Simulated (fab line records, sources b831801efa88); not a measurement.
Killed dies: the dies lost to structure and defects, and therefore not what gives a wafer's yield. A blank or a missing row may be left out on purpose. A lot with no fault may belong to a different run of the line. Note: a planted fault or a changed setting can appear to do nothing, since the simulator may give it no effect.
fab line records | flow sky130
record lots=14 | wafers=42 | last_day=50
route steps=708 shown LOCAL_INTERCONNECT@405 CAP2M@615 METAL4@630 VIA4@651 PAD_OPEN@708
lots that met no fault: taken from a fault-free run of the same line
start_h: start of the lot's first displayed wafer, in hours after the record's first day | wait_h: how many hours have passed since the lot's step before this one | " as in the row above | L1.1+2: a row that stands for several wafers | - no value, or no start was given | * or withheld: withheld | < > ~ a bound
route shown NAME@n: a module of which the file shows steps, and the number in the route of the first | usual: mean/standard deviation taken from wafers without a fault | same: alike in all rows | chamber/n: place in a boat | sites: each site's reading | _std_site: how widely they spread, as a standard deviation | _edge_site: mean of outer sites minus mean of inner sites | radius_mm: for every site, how far away it sits from the centre of the wafer | mask NAME#n: copy n | behind: the most recent tool/chamber to have shaped the wafer | hold: cause of the lot's hold/its duration in hours/its outcome | device: whichever transistor did not switch (one of n, p or np) | end of line: at the end of the route, the tests of the same wafers | where a step has no rows: the recipe by itself | killed: not the wafer's yield, but the dies lost to structure and defects at the first sort | map: a wafer's dies, x killed, . not, _ none there
set.NAME: the setting that was run; set.NAME@STEP: the one run at that earlier step | model.NAME: the simulator's own value behind a step, which no gauge read
route steps across a sampled set of lots; one table per step, one row per wafer
services: from which hour (start_h, from the record's first day; less than 0 if before it) a tool's chamber was out of use, for how many hours, and why
## steps
# step SKY_LOCAL_INTERCONNECT_CLEAN_18
# recipe chemistry=O3/DIW | dry=n2_spin
lot.wafer  | tool         | chamber | start_h | wait_h
L767.2+3+4 | wet_bench-02 | 3       | 701.78  | 0.0
L768.1+5+6 | wet_bench-01 | 3       | 722.77  | 0.0
L769.2+3+5 | wet_bench-04 | 3       | 734.29  | 0.0
L770.1+4+5 | wet_bench-04 | 0       | 739.73  | 0.0
L771.1+4+6 | wet_bench-04 | 3       | 744.05  | 0.0
L772.1+3+5 | wet_bench-01 | 3       | 753.00  | 0.0
L773.3+5+6 | wet_bench-04 | 2       | 758.55  | 0.0
L774.1+3+4 | wet_bench-04 | 1       | 769.96  | 0.0
L775.2+5+6 | wet_bench-02 | 1       | 782.35  | 0.0
L776.3+4+6 | wet_bench-04 | 1       | 788.06  | 0.0
L781.2+3+6 | wet_bench-04 | 3       | 824.57  | 0.0
L784.3+4+6 | wet_bench-04 | 2       | 841.95  | 0.0
L787.1+5+6 | wet_bench-01 | 2       | 862.78  | 0.0
L790.2+4+5 | wet_bench-02 | 0       | 883.98  | 0.0
# step SKY_CAP2M_OVL_MEAS_12
# usual CAP2M_OVL=-1.1/1.3
lot.wafer | tool       | chamber | start_h | wait_h | CAP2M_OVL[nm]
L767.2    | overlay-01 | -       | 950.42  | 0.1    | -0.3
L767.3    | "          | -       | "       | "      | -1.4
L767.4    | "          | -       | "       | "      | -0.7
L768.1    | overlay-02 | -       | 967.52  | 0.1    | -0.9
L768.5    | "          | -       | "       | "      | -1.2
L768.6    | "          | -       | "       | "      | -0.7
L769.2    | overlay-01 | -       | 977.24  | 0.1    | -1.5
L769.3    | "          | -       | "       | "      | -0.6
L769.5    | "          | -       | "       | "      | -0.9
L770.1    | overlay-02 | -       | 981.52  | 0.1    | -0.6
L770.4    | "          | -       | "       | "      | -2.4
L770.5    | "          | -       | "       | "      | -1.7
L771.1    | overlay-02 | -       | 985.58  | 0.1    | -2.9
L771.4    | "          | -       | "       | "      | -2.7
L771.6    | "          | -       | "       | "      | -1.4
L772.1    | overlay-01 | -       | 993.27  | 0.1    | -2.8
L772.3    | "          | -       | "       | "      | -2.9
L772.5    | "          | -       | "       | "      | -2.0
L773.3    | overlay-01 | -       | 997.29  | 0.1    | 0.7
L773.5    | "          | -       | "       | "      | -0.4
L773.6    | "          | -       | "       | "      | 1.1
L774.1    | overlay-01 | -       | 1008.52 | 0.1    | 1.1
L774.3    | "          | -       | "       | "      | 1.5
L774.4    | "          | -       | "       | "      | -0.1
L775.2    | overlay-02 | -       | 1019.07 | 0.1    | -2.8
L775.5    | "          | -       | "       | "      | -2.6
L775.6    | "          | -       | "       | "      | -3.4
L776.3    | overlay-01 | -       | 1024.62 | 0.1    | -2.9
L776.4    | "          | -       | "       | "      | -1.0
L776.6    | "          | -       | "       | "      | -0.6
L781.2    | overlay-02 | -       | 1055.39 | 0.1    | 0.7
L781.3    | "          | -       | "       | "      | -1.2
L781.6    | "          | -       | "       | "      | 0.8
L784.3    | overlay-01 | -       | 1069.64 | 0.1    | 0.5
L784.4    | "          | -       | "       | "      | -1.3
L784.6    | "          | -       | "       | "      | -1.2
L787.1    | overlay-01 | -       | 1087.27 | 0.1    | -2.1
L787.5    | "          | -       | "       | "      | -2.1
L787.6    | "          | -       | "       | "      | -0.3
L790.2    | overlay-01 | -       | 1104.89 | 0.1    | 0.3
L790.4    | "          | -       | "       | "      | 0.1
L790.5    | "          | -       | "       | "      | -0.1
# step SKY_METAL4_OVL_MEAS_14
# usual METAL4_OVL=2/5.5
lot.wafer | tool       | chamber | start_h | wait_h | METAL4_OVL[nm]
L767.2    | overlay-01 | -       | 974.29  | 0.1    | 4
L767.3    | "          | -       | "       | "      | -1
L767.4    | "          | -       | "       | "      | 3
L768.1    | overlay-02 | -       | 991.75  | 0.1    | -4
L768.5    | "          | -       | "       | "      | 6
L768.6    | "          | -       | "       | "      | -2
L769.2    | overlay-02 | -       | 1001.36 | 0.1    | 4
L769.3    | "          | -       | "       | "      | -5
L769.5    | "          | -       | "       | "      | -4
L770.1    | overlay-02 | -       | 1005.75 | 0.1    | 8
L770.4    | "          | -       | "       | "      | -4
L770.5    | "          | -       | "       | "      | 11
L771.1    | overlay-02 | -       | 1010.10 | 0.1    | 12
L771.4    | "          | -       | "       | "      | 8
L771.6    | "          | -       | "       | "      | 7
L772.1    | overlay-02 | -       | 1017.55 | 0.1    | 8
L772.3    | "          | -       | "       | "      | 11
L772.5    | "          | -       | "       | "      | 9
L773.3    | overlay-02 | -       | 1021.25 | 0.1    | 6
L773.5    | "          | -       | "       | "      | 4
L773.6    | "          | -       | "       | "      | 8
L774.1    | overlay-01 | -       | 1032.60 | 0.1    | 3
L774.3    | "          | -       | "       | "      | 8
L774.4    | "          | -       | "       | "      | -1
L775.2    | overlay-01 | -       | 1042.51 | 0.1    | 8
L775.5    | "          | -       | "       | "      | 4
L775.6    | "          | -       | "       | "      | 10
L776.3    | overlay-01 | -       | 1047.65 | 0.1    | 4
L776.4    | "          | -       | "       | "      | 2
L776.6    | "          | -       | "       | "      | -4
L781.2    | overlay-01 | -       | 1077.39 | 0.1    | 10
L781.3    | "          | -       | "       | "      | -1
L781.6    | "          | -       | "       | "      | 12
L784.3    | overlay-02 | -       | 1091.16 | 0.1    | -7
L784.4    | "          | -       | "       | "      | 1
L784.6    | "          | -       | "       | "      | 4
L787.1    | overlay-01 | -       | 1108.50 | 0.1    | 8
L787.5    | "          | -       | "       | "      | 5
L787.6    | "          | -       | "       | "      | -9
L790.2    | overlay-01 | -       | 1125.25 | 0.1    | 6
L790.4    | "          | -       | "       | "      | 4
L790.5    | "          | -       | "       | "      | 4
# step SKY_VIA4_ETCH_12
# recipe target=SiO2 | chemistry=C4F8/O2/Ar | stop_on=TiN | mask_material=NOVOLAK | source_w=1500 | bias_w=1200 | pressure_mtorr=40 | c4f8_flow_sccm=withheld | O2_flow_sccm=6 | Ar_flow_sccm=300 | time_s=withheld | target_depth_a=5800
# usual oes_product_au=0.925/0.0051
lot.wafer | tool        | chamber | start_h | wait_h | oes_product_au
L767.2    | rie_diel-03 | 0       | 1000.02 | 0.0    | 0.928
L767.3    | "           | 1       | "       | "      | 0.923
L767.4    | "           | 2       | "       | "      | 0.925
L768.1    | rie_diel-03 | 2       | 1016.55 | 0.0    | 0.929
L768.5    | "           | 0       | "       | "      | 0.935
L768.6    | "           | 3       | "       | "      | 0.923
L769.2    | rie_diel-03 | 1       | 1025.27 | 0.0    | 0.926
L769.3    | "           | 0       | "       | "      | 0.937
L769.5    | "           | 0       | "       | "      | 0.922
L770.1    | rie_diel-01 | 0       | 1029.37 | 0.0    | 0.924
L770.4    | "           | 0       | "       | "      | 0.929
L770.5    | "           | 1       | "       | "      | 0.919
L771.1    | rie_diel-03 | 1       | 1033.97 | 0.0    | 0.931
L771.4    | "           | 2       | "       | "      | 0.933
L771.6    | "           | 2       | "       | "      | 0.922
L772.1    | rie_diel-03 | 3       | 1041.62 | 0.0    | 0.924
L772.3    | "           | 0       | "       | "      | 0.927
L772.5    | "           | 2       | "       | "      | 0.926
L773.3    | rie_diel-01 | 1       | 1045.10 | 0.0    | 0.927
L773.5    | "           | 2       | "       | "      | 0.922
L773.6    | "           | 1       | "       | "      | 0.924
L774.1    | rie_diel-02 | 0       | 1055.72 | 0.0    | 0.917
L774.3    | "           | 1       | "       | "      | 0.925
L774.4    | "           | 3       | "       | "      | 0.921
L775.2    | rie_diel-01 | 2       | 1065.20 | 0.0    | 0.930
L775.5    | "           | 2       | "       | "      | 0.917
L775.6    | "           | 1       | "       | "      | 0.917
L776.3    | rie_diel-02 | 1       | 1070.50 | 0.0    | 0.921
L776.4    | "           | 2       | "       | "      | 0.926
L776.6    | "           | 0       | "       | "      | 0.921
L781.2    | rie_diel-01 | 3       | 1099.60 | 0.0    | 0.928
L781.3    | "           | 0       | "       | "      | 0.931
L781.6    | "           | 3       | "       | "      | 0.930
L784.3    | rie_diel-02 | 0       | 1112.55 | 0.0    | 0.924
L784.4    | "           | 1       | "       | "      | 0.926
L784.6    | "           | 0       | "       | "      | 0.930
L787.1    | rie_diel-02 | 3       | 1129.77 | 0.0    | 0.930
L787.5    | "           | 2       | "       | "      | 0.930
L787.6    | "           | 3       | "       | "      | 0.923
L790.2    | rie_diel-03 | 0       | 1145.87 | 0.0    | 0.931
L790.4    | "           | 3       | "       | "      | 0.927
L790.5    | "           | 1       | "       | "      | 0.925
# step SKY_PAD_OPEN_PROBE_99
# usual killed_at_M0_to_M3=42/7.5 | killed_at_M4_up=3.2/1.7 | killed_at_contacts=24/5.1 | killed_at_front_end=15/4.1 | killed_at_other=0.3/0.58 | killed_dies=85/8.9 | killed_open=46/6.4 | killed_short=39/6
# same gross_dies=492 | killed_at_back_side=0
lot.wafer | tool      | chamber | start_h | wait_h | killed_at_M0_to_M3 | killed_at_M4_up | killed_at_contacts | killed_at_front_end | killed_at_other | killed_dies | killed_open | killed_short
L781.2    | prober-01 | -       | 1161.40 | 0.1    | 34                 | 4               | 83                 | 16                  | 1               | 138         | 44          | 34
L781.3    | prober-01 | -       | 1161.45 | 0.2    | 42                 | 0               | 85                 | 17                  | 0               | 144         | 46          | 40
L781.6    | prober-01 | -       | 1161.60 | 0.2    | 57                 | 3               | 86                 | 11                  | 0               | 157         | 60          | 35
L784.3    | prober-01 | -       | 1173.86 | 0.2    | 38                 | 3               | 64                 | 10                  | 0               | 115         | 38          | 31
L784.4    | prober-01 | -       | 1173.91 | 0.2    | 38                 | 1               | 69                 | 12                  | 0               | 120         | 46          | 24
L784.6    | prober-01 | -       | 1174.01 | 0.2    | 36                 | 1               | 62                 | 10                  | 0               | 109         | 35          | 34
# killed by level:class
L781.2 LOCAL_INTERCONNECT:unspecified=60 CONTACT:geometric_particle:open=12 VIA1:geometric_particle:open=11 VIA3:geometric_particle:open=8 POLY_GATE:geometric_particle:short=6 FIELD_ISO:geometric_particle:short=4 FIELD_ISO:geometric_particle:open=3 VIA1:geometric_particle:short=3
L781.3 LOCAL_INTERCONNECT:unspecified=58 CONTACT:geometric_particle:open=13 VIA3:geometric_particle:open=10 VIA1:geometric_particle:open=6 METAL3:geometric_particle:short=6 LI_CONTACT:geometric_particle:open=5 FIELD_ISO:geometric_particle:open=4 SPACER:geometric_particle:short=4
L781.6 LOCAL_INTERCONNECT:unspecified=61 LI_CONTACT:geometric_particle:open=11 VIA3:geometric_particle:open=10 VIA1:geometric_particle:open=9 CONTACT:geometric_particle:open=8 VIA2:geometric_particle:open=8 METAL2:geometric_particle:short=6 FIELD_ISO:geometric_particle:open=5
L784.3 LOCAL_INTERCONNECT:unspecified=46 CONTACT:geometric_particle:open=9 VIA1:geometric_particle:open=7 VIA2:geometric_particle:open=6 VIA3:geometric_particle:short=5 VIA3:geometric_particle:open=4 LI_CONTACT:geometric_particle:open=4 METAL2:geometric_particle:short=4
L784.4 LOCAL_INTERCONNECT:unspecified=50 CONTACT:geometric_particle:open=9 VIA1:geometric_particle:open=8 VIA3:geometric_particle:open=7 LI_CONTACT:geometric_particle:open=5 VIA1:geometric_particle:short=4 METAL2:geometric_particle:short=4 VIA2:geometric_particle:open=4
L784.6 LOCAL_INTERCONNECT:unspecified=40 CONTACT:geometric_particle:open=9 VIA1:geometric_particle:open=7 METAL1:geometric_particle:short=7 VIA1:geometric_particle:short=7 LOCAL_INTERCONNECT:geometric_particle:short=5 LI_CONTACT:geometric_particle:open=4 VIA2:geometric_particle:open=4
## services
tool         | chamber | start_h | hours | kind
rie_diel-01  | 2       | 719.34  | 4.0   | repair
rie_diel-01  | 3       | 722.78  | 1.4   | repair
rie_diel-03  | 0       | 731.74  | 13.9  | repair
rie_diel-03  | 1       | 742.75  | 6.4   | repair
rie_diel-03  | 0       | 780.06  | 2.7   | repair
rie_diel-03  | -       | 784.57  | 0.8   | repair
rie_diel-03  | -       | 827.90  | 0.7   | repair
rie_diel-02  | 3       | 828.22  | 7.1   | repair
rie_diel-01  | -       | 917.10  | 4.3   | pm
rie_diel-03  | 3       | 958.26  | 2.3   | repair
rie_diel-01  | 3       | 970.43  | 101.3 | repair
rie_diel-03  | -       | 970.71  | 0.4   | repair
rie_diel-01  | -       | 983.36  | 0.3   | repair
rie_diel-01  | 1       | 992.21  | 14.2  | repair
rie_diel-01  | 2       | 996.24  | 2.9   | repair
rie_diel-02  | 3       | 996.52  | 7.4   | repair
rie_diel-02  | 0       | 1005.39 | 8.9   | repair
rie_diel-01  | 0       | 1038.21 | 2.9   | repair
rie_diel-03  | 1       | 1039.24 | 4.1   | repair
wet_bench-04 | -       | 1052.49 | 0.9   | repair
rie_diel-01  | -       | 1084.97 | 14.6  | pm
rie_diel-03  | 0       | 1104.64 | 7.3   | repair
wet_bench-04 | -       | 1121.35 | 15.8  | repair
rie_diel-01  | 2       | 1122.88 | 10.2  | repair
## key
first_sign step=SKY_PAD_OPEN_PROBE_99 | reading=killed_at_contacts | direction=up | sigmas=9.9 | usual=24 | struck=75
effect step=SKY_PAD_OPEN_PROBE_99 | reading=killed_dies | direction=up | sigmas=5.1 | usual=85 | struck=130
met_at SKY_LOCAL_INTERCONNECT_CLEAN_18
struck_lots L781,L784
tester_left_out L781,L784
not_acting_at SKY_CAP2M_OVL_MEAS_12,SKY_METAL4_OVL_MEAS_14,SKY_VIA4_ETCH_12
onset_between 788.06 824.57
fault kind=chamber_particle_source | tool=wet_bench-04 | chamber=- | onset_h=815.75 | steps=SKY_LOCAL_INTERCONNECT_CLEAN_18 | rate_per_visit_cm2=1.451 | end_h=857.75
# tester_left_out: of these lots the tester's yield and bins aren't shown, on N5 and GAA mostly nor the transistor test; their killed dies are dies lost to structure and defects alone, not to doping, threshold or leakage, so they don't give the yield
